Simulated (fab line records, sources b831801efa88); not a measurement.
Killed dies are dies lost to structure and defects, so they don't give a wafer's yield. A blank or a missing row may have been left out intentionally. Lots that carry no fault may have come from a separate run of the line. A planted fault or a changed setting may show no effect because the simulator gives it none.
fab line records	flow sky130
[record] lots = 14	wafers = 42	lastDay = 50
route steps=708 shown RES_XHIGH@340 LOCAL_INTERCONNECT@395 CONTACT@407
lots untouched by any fault: they come from a run of this same line in which no faults occurred
startH: start of the lot's first displayed wafer, in hours after the record's first day	waitH: how many hours have passed since the lot's step before this one	" same as the row above	L1.1+2: a row that stands for several wafers	- no value, or no start given	* or withheld: withheld	< > ~ a bound
route shown NAME@n: a module of which the file shows steps, and the number in the route of the first	usual: average and standard deviation across the fault-free wafers	same: alike in all rows	chamber/n: place in a boat	sites: the reading at each site	_std_site: the standard deviation of these	_edge_site: mean of outer sites minus mean of inner sites	radiusMm: for every site, how far away it sits from the centre of the wafer	mask NAME#n: copy n	behind: the most recent tool/chamber to have shaped the wafer	hold: why the lot went on hold/how many hours it stayed there/how the hold came to an end	device: transistor that didn't switch, given as n, p or np	end of line: the tests these same wafers got at the end of their route	for a step that has no rows: nothing shown but its recipe	killed: at the first sort, the dies lost to defects and structure; wafer yield is something else	map: per-die view of a wafer (x killed, . not killed, _ where there is no die)
set.NAME: the run value of the setting; set.NAME@STEP: its run value at that earlier step	model.NAME: the simulator's own value behind a step, which no gauge read
a sample of lots followed through the steps of the route, with each step as a table and each wafer as a row
services: the hour from which a tool's chamber was out of use, counted from the record's first day as startH (under 0 if before that day), plus the number of hours and why
[[steps]]
[step SKY_RES_XHIGH_STRIP_08]
[recipe] chemistry = O2/N2	powerW = 1400	pressureMtorr = 1500	platenTempC = withheld	o2FlowSccm = 3000	n2FlowSccm = 300	overashFraction = 0.5
[usual] drypumpMotorCurrentA = 5.5/0.41	oesProductAu = 0.712/0.0044	stripTimeToEndpointS = 14.31/0.041
lot.wafer	tool	chamber	startH	waitH	drypumpMotorCurrentA	oesProductAu	rfHoursCounterH	stripTimeToEndpointS
L642.1	plasmaAsher-02	1	630.48	0.1	4.7	0.712	79	14.30
L642.5	"	1	"	"	4.7	0.713	-	14.35
L642.6	"	0	"	"	5.5	0.713	-	14.37
L643.2	plasmaAsher-04	0	652.03	0.1	5.4	0.710	22	14.30
L643.4	"	0	"	"	5.4	0.712	-	14.34
L643.5	"	0	"	"	5.4	0.717	-	14.38
L645.4	plasmaAsher-02	1	653.52	0.1	4.8	0.706	-	14.22
L645.5	"	1	"	"	4.7	0.710	-	14.24
L645.6	"	0	"	"	5.4	0.719	-	14.20
L644.1	plasmaAsher-04	0	655.18	0.1	5.4	0.715	22	14.33
L644.2	"	1	"	"	5.9	0.711	22	14.36
L644.6	"	1	"	"	5.8	0.712	-	14.35
L646.2	plasmaAsher-04	1	676.98	0.1	5.8	0.706	25	14.26
L646.4	"	0	"	"	5.4	0.706	-	14.27
L646.5	"	0	"	"	5.4	0.710	-	14.21
L650.1	plasmaAsher-04	1	686.18	0.1	5.8	0.712	26	14.35
L650.2	"	0	"	"	5.4	0.707	26	14.29
L650.4	"	0	"	"	5.4	0.712	-	14.32
L653.2	plasmaAsher-04	0	718.43	0.1	5.4	0.707	29	14.29
L653.4	"	1	"	"	5.8	0.718	-	14.31
L653.5	"	1	"	"	5.8	0.718	-	14.29
L654.2	plasmaAsher-04	0	723.33	0.1	5.4	0.713	30	14.29
L654.3	"	1	"	"	5.8	0.713	-	14.31
L654.6	"	1	"	"	5.8	0.715	-	14.26
L657.1	plasmaAsher-04	1	747.98	0.1	5.8	0.713	32	14.33
L657.5	"	0	"	"	5.4	0.707	-	14.34
L657.6	"	1	"	"	5.8	0.709	-	14.37
L659.3	plasmaAsher-02	0	759.16	0.1	5.5	0.721	-	14.30
L659.5	"	0	"	"	5.5	0.711	-	14.32
L659.6	"	1	"	"	4.7	0.711	-	14.26
L660.2	plasmaAsher-04	0	770.38	0.1	5.4	0.714	34	14.33
L660.5	"	1	"	"	5.8	0.707	-	14.28
L660.6	"	0	"	"	5.4	0.708	-	14.27
L661.1	plasmaAsher-02	1	774.78	0.1	4.7	0.715	93	14.33
L661.2	"	0	"	"	5.5	0.708	93	14.36
L661.4	"	0	"	"	5.4	0.711	-	14.33
L662.1	plasmaAsher-02	0	782.38	0.1	5.4	0.708	94	14.27
L662.4	"	0	"	"	5.4	0.713	-	14.27
L662.5	"	1	"	"	4.8	0.718	-	14.26
L664.2	plasmaAsher-02	1	797.63	0.1	4.7	0.717	96	14.30
L664.4	"	1	"	"	4.7	0.714	-	14.27
L664.5	"	1	"	"	4.8	0.716	-	14.26
[step SKY_LOCAL_INTERCONNECT_EXPOSE_08]
[recipe] maskId = LI1M	na = 0.8	sourceShape = annular	sigmaInner = 0.55	sigmaOuter = 0.85	targetCdNm = 170	doseMj = 28
[usual] exposureDoseMJCm2 = 27.98/0.033
[same] na = 0.8	sigmaInner = 0.55	sigmaOuter = 0.85
lot.wafer	tool	chamber	startH	waitH	mask	exposureDoseMJCm2
L642.1	krfScanner-02	0	704.23	-	LI1M#0	27.94
L642.5	"	0	"	"	LI1M#0	27.98
L642.6	"	0	"	"	LI1M#0	27.99
L643.2	krfScanner-02	0	724.00	-	LI1M#0	27.94
L643.4	"	0	"	"	LI1M#0	27.96
L643.5	"	0	"	"	LI1M#0	27.96
L645.4	krfScanner-01	0	726.77	-	LI1M#0	27.95
L645.5	"	0	"	"	LI1M#0	27.92
L645.6	"	0	"	"	LI1M#0	27.99
L644.1	krfScanner-01	0	729.08	-	LI1M#0	27.96
L644.2	"	0	"	"	LI1M#0	27.99
L644.6	"	0	"	"	LI1M#0	27.94
L646.2	krfScanner-02	0	749.67	-	LI1M#0	28.01
L646.4	"	0	"	"	LI1M#0	28.00
L646.5	"	0	"	"	LI1M#0	27.98
L650.1	krfScanner-01	0	759.18	-	LI1M#0	27.93
L650.2	"	0	"	"	LI1M#0	27.97
L650.4	"	0	"	"	LI1M#0	27.94
L653.2	krfScanner-01	0	790.55	-	LI1M#0	27.97
L653.4	"	0	"	"	LI1M#0	27.98
L653.5	"	0	"	"	LI1M#0	28.00
L654.2	krfScanner-02	0	794.16	-	LI1M#0	27.96
L654.3	"	0	"	"	LI1M#0	28.01
L654.6	"	0	"	"	LI1M#0	27.97
L657.1	krfScanner-02	0	817.29	-	LI1M#0	28.01
L657.5	"	0	"	"	LI1M#0	27.96
L657.6	"	0	"	"	LI1M#0	27.97
L659.3	krfScanner-02	0	828.87	-	LI1M#0	26.51
L659.5	"	0	"	"	LI1M#0	26.49
L659.6	"	0	"	"	LI1M#0	26.56
L660.2	krfScanner-02	0	839.94	-	LI1M#0	26.50
L660.5	"	0	"	"	LI1M#0	26.47
L660.6	"	0	"	"	LI1M#0	26.52
L661.1	krfScanner-02	0	843.63	-	LI1M#0	26.83
L661.2	"	0	"	"	LI1M#0	26.85
L661.4	"	0	"	"	LI1M#0	26.84
L662.1	krfScanner-02	0	851.63	-	LI1M#0	26.84
L662.4	"	0	"	"	LI1M#0	26.82
L662.5	"	0	"	"	LI1M#0	26.81
L664.2	krfScanner-01	0	865.53	-	LI1M#0	27.96
L664.4	"	0	"	"	LI1M#0	27.94
L664.5	"	0	"	"	LI1M#0	27.97
[step SKY_LOCAL_INTERCONNECT_CD_MEAS_11]
[recipe] targetCdNm = 170
[usual] cdNm = 170.4/1.5
lot.wafer	tool	chamber	startH	waitH	cdNm
L642.1	cdSem-01	-	718.58	-	169.4
L642.5	"	-	"	"	167.9
L642.6	"	-	"	"	169.6
L643.2	cdSem-01	-	737.95	-	169.4
L643.4	"	-	"	"	169.8
L643.5	"	-	"	"	168.4
L645.4	cdSem-01	-	740.23	-	168.0
L645.5	"	-	"	"	169.1
L645.6	"	-	"	"	167.2
L644.1	cdSem-02	-	743.08	-	171.9
L644.2	"	-	"	"	171.7
L644.6	"	-	"	"	173.9
L646.2	cdSem-02	-	763.30	-	169.9
L646.4	"	-	"	"	169.2
L646.5	"	-	"	"	169.0
L650.1	cdSem-02	-	772.78	-	170.6
L650.2	"	-	"	"	171.2
L650.4	"	-	"	"	170.0
L653.2	cdSem-01	-	804.25	-	173.0
L653.4	"	-	"	"	171.7
L653.5	"	-	"	"	173.0
L654.2	cdSem-01	-	806.75	-	170.9
L654.3	"	-	"	"	171.5
L654.6	"	-	"	"	170.7
L657.1	cdSem-01	-	829.97	-	170.7
L657.5	"	-	"	"	170.1
L657.6	"	-	"	"	170.4
L659.3	cdSem-01	-	841.42	-	179.1
L659.5	"	-	"	"	179.0
L659.6	"	-	"	"	178.9
L660.2	cdSem-02	-	853.20	-	182.8
L660.5	"	-	"	"	182.0
L660.6	"	-	"	"	182.9
L661.1	cdSem-02	-	857.13	-	179.1
L661.2	"	-	"	"	180.3
L661.4	"	-	"	"	180.9
L662.1	cdSem-01	-	863.68	-	179.9
L662.4	"	-	"	"	179.6
L662.5	"	-	"	"	179.5
L664.2	cdSem-01	-	878.86	-	168.7
L664.4	"	-	"	"	167.8
L664.5	"	-	"	"	168.3
[step SKY_CONTACT_THK_MEAS_01]
[recipe] reads = Si3N4_of_CONTACT_CVD_00
[usual] CONTACT_CVD_00_THK = 75.3/0.94
lot.wafer	tool	chamber	startH	waitH	CONTACT_CVD_00_THK[nm]
L642.1	filmMetro-02	-	719.47	-	74.7
L642.5	"	-	"	"	75.3
L642.6	"	-	"	"	76.5
L643.2	filmMetro-03	-	738.87	-	74.5
L643.4	"	-	"	"	75.8
L643.5	"	-	"	"	76.6
L645.4	filmMetro-01	-	741.10	-	75.6
L645.5	"	-	"	"	76.4
L645.6	"	-	"	"	76.1
L644.1	filmMetro-01	-	744.01	-	73.4
L644.2	"	-	"	"	74.0
L644.6	"	-	"	"	74.9
L646.2	filmMetro-03	-	764.22	-	75.8
L646.4	"	-	"	"	75.9
L646.5	"	-	"	"	76.7
L650.1	filmMetro-02	-	773.67	-	74.1
L650.2	"	-	"	"	75.1
L650.4	"	-	"	"	75.5
L653.2	filmMetro-03	-	805.21	-	75.6
L653.4	"	-	"	"	75.7
L653.5	"	-	"	"	76.1
L654.2	filmMetro-01	-	807.69	-	75.4
L654.3	"	-	"	"	75.5
L654.6	"	-	"	"	78.1
L657.1	filmMetro-02	-	830.89	-	74.3
L657.5	"	-	"	"	75.9
L657.6	"	-	"	"	75.1
L659.3	filmMetro-01	-	842.30	-	75.1
L659.5	"	-	"	"	76.4
L659.6	"	-	"	"	75.6
L660.2	filmMetro-01	-	854.09	-	74.4
L660.5	"	-	"	"	75.4
L660.6	"	-	"	"	75.8
L661.1	filmMetro-01	-	858.03	-	74.0
L661.2	"	-	"	"	73.9
L661.4	"	-	"	"	75.6
L662.1	filmMetro-03	-	864.58	-	75.9
L662.4	"	-	"	"	75.9
L662.5	"	-	"	"	76.6
L664.2	filmMetro-02	-	879.75	-	73.6
L664.4	"	-	"	"	75.1
L664.5	"	-	"	"	75.8
[step SKY_CONTACT_BOW_MEAS_05]
[recipe] mode = bow
[usual] CONTACT_BOW = 82/7.7
lot.wafer	tool	chamber	startH	waitH	CONTACT_BOW[um]
L642.1	filmMetro-02	-	719.96	0.1	81
L642.5	"	-	"	"	96
L642.6	"	-	"	"	86
L643.2	filmMetro-01	-	739.36	0.2	84
L643.4	"	-	"	"	91
L643.5	"	-	"	"	88
L645.4	filmMetro-01	-	741.62	0.3	69
L645.5	"	-	"	"	92
L645.6	"	-	"	"	85
L644.1	filmMetro-01	-	744.50	0.2	88
L644.2	"	-	"	"	84
L644.6	"	-	"	"	76
L646.2	filmMetro-01	-	764.74	0.3	75
L646.4	"	-	"	"	85
L646.5	"	-	"	"	82
L650.1	filmMetro-02	-	774.16	0.2	74
L650.2	"	-	"	"	78
L650.4	"	-	"	"	86
L653.2	filmMetro-02	-	805.71	0.2	86
L653.4	"	-	"	"	82
L653.5	"	-	"	"	80
L654.2	filmMetro-02	-	808.19	0.3	87
L654.3	"	-	"	"	78
L654.6	"	-	"	"	90
L657.1	filmMetro-02	-	831.38	0.1	79
L657.5	"	-	"	"	87
L657.6	"	-	"	"	72
L659.3	filmMetro-01	-	842.81	0.2	82
L659.5	"	-	"	"	82
L659.6	"	-	"	"	89
L660.2	filmMetro-03	-	855.34	0.2	72
L660.5	"	-	"	"	72
L660.6	"	-	"	"	74
L661.1	filmMetro-02	-	858.52	0.1	76
L661.2	"	-	"	"	77
L661.4	"	-	"	"	90
L662.1	filmMetro-03	-	865.07	0.1	89
L662.4	"	-	"	"	98
L662.5	"	-	"	"	92
L664.2	filmMetro-01	-	880.25	0.3	77
L664.4	"	-	"	"	77
L664.5	"	-	"	"	78
[[services]]
tool	chamber	startH	hours	kind
krfScanner-01	0	608.50	-	calibration
krfScanner-02	-	608.87	0.8	pm
krfScanner-02	0	625.83	-	calibration
krfScanner-02	-	628.41	1.3	pm
plasmaAsher-02	-	717.55	2.3	repair
krfScanner-02	-	725.03	1.0	pm
krfScanner-02	-	729.75	0.8	repair
krfScanner-01	-	761.04	1.3	pm
krfScanner-01	-	768.38	1.0	repair
krfScanner-01	-	773.12	1.0	pm
krfScanner-02	-	777.67	0.8	pm
krfScanner-01	0	779.35	-	calibration
krfScanner-02	0	796.70	-	calibration
krfScanner-02	-	804.31	1.3	pm
krfScanner-01	-	829.38	0.9	repair
krfScanner-02	-	844.65	2.5	repair
krfScanner-01	-	857.24	0.8	pm
[[key]]
[firstSign] step = SKY_LOCAL_INTERCONNECT_EXPOSE_08	reading = exposureDoseMJCm2	direction = down	sigmas = 40	usual = *	struck = *
[effect] step = SKY_LOCAL_INTERCONNECT_CD_MEAS_11	reading = cdNm	direction = up	sigmas = 6.5	usual = 170.4	struck = 180.3	through = controlLoop
metAt SKY_LOCAL_INTERCONNECT_EXPOSE_08
struckLots L659,L660,L661,L662
rowsEnd L659.3,L659.5,L659.6,L660.2,L660.5,L660.6,L661.1,L661.2,L661.4,L662.1,L662.4,L662.5
[loopTrim] step = SKY_LOCAL_INTERCONNECT_EXPOSE_08	setting = dose	lots = L661,L662
notActingAt SKY_RES_XHIGH_STRIP_08,SKY_CONTACT_THK_MEAS_01,SKY_CONTACT_BOW_MEAS_05
onsetBetween 817.29 828.87
[fault] kind = processParameterDrift	tool = krfScanner-02	chamber = -	onsetH = 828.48	steps = SKY_LOCAL_INTERCONNECT_EXPOSE_08	channel = doseMj	offset = -1.4843	shape = step	actsIn = theseRecipesOnly	stated = 28
// rowsEnd: these wafers met a further fault down the route, and their rows from its step on are left out
// loopTrim: a control loop set the setting to another value than it would have without faults
